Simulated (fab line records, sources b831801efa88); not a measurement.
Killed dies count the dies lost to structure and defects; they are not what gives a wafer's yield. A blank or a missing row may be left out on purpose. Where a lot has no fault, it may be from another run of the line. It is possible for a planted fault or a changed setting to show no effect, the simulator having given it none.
Struck lot and sound lot, side by side	flow sky130	15 out of 708 route steps
Sound: these wafers, L382.2, L382.3, L382.4. Struck: wafers L392.3, L392.5. (L392.1 of the same lot was not struck and is left out.) The cause comes at the end.
At each step with rows: each side's tool, then ch and its chambers, then its first start. Under that, the readings that differ: sound wafers	struck wafers	difference of the means	sigmas: that difference in standard deviations of wafers without a fault.
alike: same words and numbers on both sides, and readings whose means sit less than 2 such deviations apart. not compared: any withheld reading, any reading some wafer has no value for, any bound like >300 that may hide the same value, and any number with overlapping values for which the record gives no deviation.
A row with sigmas, a row that says differs or no value, or rows on one side alone: a step with any of these is where the two part. Non-overlapping numbers with no deviation appear without sigmas and do not part them. A reading missing from all wafers of one side parts the sides only when that side holds two or more wafers.

first, 2 steps without rows for these wafers: SKY_LOCAL_INTERCONNECT_CLEAN_17 (cleans in IPA, time 180 s); SKY_LOCAL_INTERCONNECT_CLEAN_18 (cleans in O3/DIW).
SKY_CONTACT_CVD_00: deposits Si3N4, target thk 75 nm.
  sound on pecvd-03 ch 0,2, day 31 21:59; struck on pecvd-02 ch 2, day 35 09:58
  alike: heater-power-w
SKY_CONTACT_THK_MEAS_01:
  sound: film-metro-02 at day 31 22:01; struck: film-metro-02 at day 35 10:01
  alike: CONTACT_CVD_00_THK
then, 1 step without rows for these wafers: SKY_CONTACT_HDPCVD_02 (deposits SiO2, target thk 565 nm, time 94.2 s).
SKY_CONTACT_THK_MEAS_03:
  sound: film-metro-03 at day 31 22:09; struck: film-metro-01 at day 35 10:08
  alike: CONTACT_HDPCVD_THK
SKY_CONTACT_CMP_04: polishes SiO2.
  sound on cmp-02 ch 0,1,2, day 31 22:19; struck on cmp-01 ch 1,2, day 35 10:12
  alike: motor-current-A, time-to-endpoint-s
SKY_CONTACT_BOW_MEAS_05:
  sound: film-metro-01 at day 31 22:35; struck: film-metro-01 at day 35 10:30
  alike: CONTACT_BOW
then, 4 steps without rows for these wafers: SKY_CONTACT_DEHYDRATE_06 (time 60 s); SKY_CONTACT_HMDS_07 (prime time 60 s); SKY_CONTACT_COAT_08 (resist thk 60 nm); SKY_CONTACT_COAT_09 (resist thk 450 nm).
SKY_CONTACT_SOFTBAKE_10: time 90 s.
  sound on litho-track-04 ch 0, day 32 12:00; struck on litho-track-04 ch 0, day 35 23:00
reading	sound	struck	difference	sigmas
heater-power-total-W (W)	57.23 57.52 57.47	70.79 71.30	+13.64	+99 or more
plate-temp-C (C)	100.03 100.15 100.08	- -	no value on the struck wafers	
run-length-s (s)	119.15 119.16 119.20	76.40 76.22	-42.86	-99 or more
  alike: chill-plate-temp-C
then, 1 step without rows for these wafers: SKY_CONTACT_EXPOSE_11 (exposes mask CTM1, target cd 170 nm).
-- the record jumps here: 14 days lie between the struck wafers' starts before and after (it left off in module CONTACT and takes up again in module PAD_OPEN, whose first step shown is number 708 of the route) --
SKY_PAD_OPEN_PROBE_99:
  sound: prober-01 at day 46 21:31; struck: prober-02 at day 49 11:43
  alike: killed_at_M0_to_M3, killed_at_M4_up, killed-at-contacts, killed-at-front-end, killed-at-other, killed-dies, killed-open, killed-short

WHERE THEY PART
Within this record, at SKY_CONTACT_SOFTBAKE_10 only. Later steps at which nothing parts them and some readings are alike: SKY_PAD_OPEN_PROBE_99.

WHY: the cause the simulator had injected
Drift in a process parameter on litho-track-04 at SKY_CONTACT_SOFTBAKE_10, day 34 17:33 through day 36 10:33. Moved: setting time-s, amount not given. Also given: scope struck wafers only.
